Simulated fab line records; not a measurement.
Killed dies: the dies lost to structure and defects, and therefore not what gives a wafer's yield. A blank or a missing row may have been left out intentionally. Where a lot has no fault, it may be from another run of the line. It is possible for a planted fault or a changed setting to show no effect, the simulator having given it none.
Which tool did it? || flow sky130 || 42 wafers from 14 lots sampled at 4 of the route's 708 steps

== WHAT THE GAUGES READ, wafer by wafer ==
SKY_LOCAL_INTERCONNECT_CD_MEAS_11: the cd target is 170 nm. Usual: cd nm reads 170.2 nm (standard deviation 1.3).
{"lot": "L450", "measured": "day 30 17:55", "on": "cd sem-01", "cd nm (nm)": "169.6 170.1 169.3", "flag": ""}
{"lot": "L452", "measured": "day 31 11:15", "on": "cd sem-01", "cd nm (nm)": "169.4 170.9 170.6", "flag": ""}
{"lot": "L453", "measured": "day 31 19:41", "on": "cd sem-01", "cd nm (nm)": "170.9 168.8 170.3", "flag": ""}
{"lot": "L454", "measured": "day 32 02:06", "on": "cd sem-01", "cd nm (nm)": "172.3 172.6 172.7", "flag": ""}
{"lot": "L455", "measured": "day 32 04:26", "on": "cd sem-01", "cd nm (nm)": "167.8 169.5 170.3", "flag": ""}
{"lot": "L456", "measured": "day 32 13:42", "on": "cd sem-01", "cd nm (nm)": "169.4 169.0 169.5", "flag": ""}
{"lot": "L458", "measured": "day 33 08:41", "on": "cd sem-02", "cd nm (nm)": "169.6 168.8 169.9", "flag": ""}
{"lot": "L459", "measured": "day 33 17:18", "on": "cd sem-02", "cd nm (nm)": "171.7 171.3 171.5", "flag": ""}
{"lot": "L460", "measured": "day 34 03:14", "on": "cd sem-02", "cd nm (nm)": "168.3 168.3 168.5", "flag": ""}
{"lot": "L461", "measured": "day 34 10:35", "on": "cd sem-01", "cd nm (nm)": "171.4 170.8 171.0", "flag": ""}
{"lot": "L462", "measured": "day 34 16:32", "on": "cd sem-01", "cd nm (nm)": "169.6 168.3 169.6", "flag": ""}
{"lot": "L470", "measured": "day 36 23:30", "on": "cd sem-02", "cd nm (nm)": "169.7 172.7 170.9", "flag": ""}
{"lot": "L472", "measured": "day 37 10:55", "on": "cd sem-01", "cd nm (nm)": "170.6 170.7 170.7", "flag": ""}
{"lot": "L471", "measured": "day 37 17:43", "on": "cd sem-01", "cd nm (nm)": "170.6 171.0 171.5", "flag": ""}

SKY_CONTACT_CD_MEAS_14: the cd target is 170 nm. Usual: cd nm reads 169.7 nm (standard deviation 1.3).
{"lot": "L450", "measured": "day 31 22:05", "on": "cd sem-02", "cd nm (nm)": "171.6 168.8 170.3", "flag": ""}
{"lot": "L452", "measured": "day 32 15:28", "on": "cd sem-01", "cd nm (nm)": "171.4 171.0 171.9", "flag": ""}
{"lot": "L453", "measured": "day 33 00:50", "on": "cd sem-01", "cd nm (nm)": "169.5 167.6 169.5", "flag": ""}
{"lot": "L454", "measured": "day 33 06:20", "on": "cd sem-01", "cd nm (nm)": "168.6 170.1 169.0", "flag": ""}
{"lot": "L455", "measured": "day 33 08:44", "on": "cd sem-01", "cd nm (nm)": "169.1 169.8 170.3", "flag": ""}
{"lot": "L456", "measured": "day 33 17:57", "on": "cd sem-02", "cd nm (nm)": "168.5 168.2 168.8", "flag": ""}
{"lot": "L458", "measured": "day 34 12:58", "on": "cd sem-01", "cd nm (nm)": "167.6 167.7 167.4", "flag": ""}
{"lot": "L459", "measured": "day 34 20:57", "on": "cd sem-01", "cd nm (nm)": "168.8 168.9 169.1", "flag": ""}
{"lot": "L460", "measured": "day 35 05:57", "on": "cd sem-01", "cd nm (nm)": "171.1 169.5 170.6", "flag": ""}
{"lot": "L461", "measured": "day 35 13:42", "on": "cd sem-01", "cd nm (nm)": "170.0 169.8 168.7", "flag": ""}
{"lot": "L462", "measured": "day 35 19:31", "on": "cd sem-01", "cd nm (nm)": "170.9 171.7 171.7", "flag": ""}
{"lot": "L470", "measured": "day 38 02:40", "on": "cd sem-01", "cd nm (nm)": "167.4 168.4 168.5", "flag": ""}
{"lot": "L472", "measured": "day 38 13:39", "on": "cd sem-02", "cd nm (nm)": "169.0 168.8 169.7", "flag": ""}
{"lot": "L471", "measured": "day 38 20:33", "on": "cd sem-01", "cd nm (nm)": "166.5 166.3 168.2", "flag": ""}

SKY_CONTACT_OVL_MEAS_15. Usual: for CONTACT_OVL the level is 0 nm and the standard deviation is 5.3.
{"lot": "L450", "measured": "day 31 22:13", "on": "overlay-01", "CONTACT_OVL (nm)": "1 -3 -6", "flag": ""}
{"lot": "L452", "measured": "day 32 15:33", "on": "overlay-02", "CONTACT_OVL (nm)": "-7 -16 -6", "flag": ""}
{"lot": "L453", "measured": "day 33 00:57", "on": "overlay-01", "CONTACT_OVL (nm)": "3 6 4", "flag": ""}
{"lot": "L454", "measured": "day 33 06:25", "on": "overlay-02", "CONTACT_OVL (nm)": "0 0 -2", "flag": ""}
{"lot": "L455", "measured": "day 33 08:51", "on": "overlay-02", "CONTACT_OVL (nm)": "-4 -5 0", "flag": ""}
{"lot": "L456", "measured": "day 33 18:02", "on": "overlay-02", "CONTACT_OVL (nm)": "2 -4 3", "flag": ""}
{"lot": "L458", "measured": "day 34 13:05", "on": "overlay-02", "CONTACT_OVL (nm)": "0 -5 -8", "flag": ""}
{"lot": "L459", "measured": "day 34 21:02", "on": "overlay-01", "CONTACT_OVL (nm)": "5 -1 2", "flag": ""}
{"lot": "L460", "measured": "day 35 06:02", "on": "overlay-01", "CONTACT_OVL (nm)": "5 3 1", "flag": ""}
{"lot": "L461", "measured": "day 35 13:47", "on": "overlay-01", "CONTACT_OVL (nm)": "-6 -3 -5", "flag": ""}
{"lot": "L462", "measured": "day 35 19:37", "on": "overlay-01", "CONTACT_OVL (nm)": "-5 -3 4", "flag": ""}
{"lot": "L470", "measured": "day 38 02:46", "on": "overlay-01", "CONTACT_OVL (nm)": "5 4 9", "flag": ""}
{"lot": "L472", "measured": "day 38 13:46", "on": "overlay-02", "CONTACT_OVL (nm)": "-1 4 13", "flag": ""}
{"lot": "L471", "measured": "day 38 20:40", "on": "overlay-01", "CONTACT_OVL (nm)": "-4 -4 -3", "flag": ""}

== WHAT TOOL EACH LOT RAN ON (gives the tool, then ch and the chambers of the sampled wafers, and finally the start) ==
{"lot": "L450", "SKY_CONTACT_SOFTBAKE_10": "litho track-03 ch 0, day 31 08:00"}
{"lot": "L452", "SKY_CONTACT_SOFTBAKE_10": "litho track-01 ch 0, day 32 02:00"}
{"lot": "L453", "SKY_CONTACT_SOFTBAKE_10": "litho track-01 ch 0, day 32 11:00"}
{"lot": "L454", "SKY_CONTACT_SOFTBAKE_10": "litho track-03 ch 0, day 32 16:00"}
{"lot": "L455", "SKY_CONTACT_SOFTBAKE_10": "litho track-01 ch 0, day 32 19:00"}
{"lot": "L456", "SKY_CONTACT_SOFTBAKE_10": "litho track-01 ch 0, day 33 05:00"}
{"lot": "L458", "SKY_CONTACT_SOFTBAKE_10": "litho track-03 ch 0, day 33 22:00"}
{"lot": "L459", "SKY_CONTACT_SOFTBAKE_10": "litho track-01 ch 0, day 34 08:00"}
{"lot": "L460", "SKY_CONTACT_SOFTBAKE_10": "litho track-01 ch 0, day 34 17:00"}
{"lot": "L461", "SKY_CONTACT_SOFTBAKE_10": "litho track-03 ch 0, day 35 01:00"}
{"lot": "L462", "SKY_CONTACT_SOFTBAKE_10": "litho track-01 ch 0, day 35 07:00"}
{"lot": "L470", "SKY_CONTACT_SOFTBAKE_10": "litho track-01 ch 0, day 37 14:00"}
{"lot": "L472", "SKY_CONTACT_SOFTBAKE_10": "litho track-02 ch 0, day 38 01:00"}
{"lot": "L471", "SKY_CONTACT_SOFTBAKE_10": "litho track-01 ch 0, day 38 07:00"}
- SKY_CONTACT_SOFTBAKE_10: time 90 s.

== AS READ BY THE TOOLS THEMSELVES (means over the sampled wafers that have a number; for cases with no such wafer, the mark the record gives instead) ==
SKY_CONTACT_SOFTBAKE_10. Usual: heater power total W 57.35 W, standard deviation 0.11; plate temp C 99.99 C, standard deviation 0.13.
{"lot": "L450", "tool": "litho track-03", "heater power total W (W)": 57.38, "plate temp C (C)": 99.85, "flag": ""}
{"lot": "L452", "tool": "litho track-01", "heater power total W (W)": 57.36, "plate temp C (C)": 100.10, "flag": ""}
{"lot": "L453", "tool": "litho track-01", "heater power total W (W)": 57.32, "plate temp C (C)": 100.10, "flag": ""}
{"lot": "L454", "tool": "litho track-03", "heater power total W (W)": 57.48, "plate temp C (C)": 100.00, "flag": ""}
{"lot": "L455", "tool": "litho track-01", "heater power total W (W)": 57.28, "plate temp C (C)": 99.96, "flag": ""}
{"lot": "L456", "tool": "litho track-01", "heater power total W (W)": 57.35, "plate temp C (C)": 99.95, "flag": ""}
{"lot": "L458", "tool": "litho track-03", "heater power total W (W)": 57.33, "plate temp C (C)": 100.00, "flag": ""}
{"lot": "L459", "tool": "litho track-01", "heater power total W (W)": 57.48, "plate temp C (C)": 99.92, "flag": ""}
{"lot": "L460", "tool": "litho track-01", "heater power total W (W)": 57.44, "plate temp C (C)": 99.96, "flag": ""}
{"lot": "L461", "tool": "litho track-03", "heater power total W (W)": 57.41, "plate temp C (C)": 100.09, "flag": ""}
{"lot": "L462", "tool": "litho track-01", "heater power total W (W)": 57.28, "plate temp C (C)": 100.18, "flag": ""}
{"lot": "L470", "tool": "litho track-01", "heater power total W (W)": 56.24, "plate temp C (C)": 98.59, "flag": "OFF"}
{"lot": "L472", "tool": "litho track-02", "heater power total W (W)": 57.36, "plate temp C (C)": 100.00, "flag": ""}
{"lot": "L471", "tool": "litho track-01", "heater power total W (W)": 56.21, "plate temp C (C)": 98.63, "flag": "OFF"}

== THE ANSWER, worked out from the rows above alone ==
Rule: lot off if the mean of its wafers having a number is beyond 3 standard deviations from the usual mean. Also off: a lot with no number at a reading for which 4 or more lots have one. Any other lot the step has rows for is counted as sound. After the gauges, taken in route order, come the tools' own readings; for these a lot's mean is taken, as printed above. At the first step where some lot is off, the reading lying furthest off is the one used; lots without a number count as furthest.
Off: L470, L471 (SKY_CONTACT_SOFTBAKE_10, plate temp C).
A tool fits if, at that step or a process step before it, it ran every lot that is off, and no sound lot after the first of them. One fits: SKY_CONTACT_SOFTBAKE_10 on litho track-01. A fault onset in the window from L462 (day 35 07:00, its last sound lot) to L470 (day 37 14:00, its first lot off) fits.
The tool's own readings at SKY_CONTACT_SOFTBAKE_10 bear it out: on the lots that are off they differ by more than 5 times the standard deviation of the sound lots' means. heater power total W reads 56.23 W there against 57.37 W on the sound lots; plate temp C reads 98.61 C there against 100.01 C on the sound lots.

== WHAT HAD BEEN PUT IN BY THE SIMULATOR ==
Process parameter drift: litho track-01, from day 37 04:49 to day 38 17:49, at SKY_CONTACT_SOFTBAKE_10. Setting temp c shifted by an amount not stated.
Lots struck among those shown: L470, L471. The same result came from the rule above.
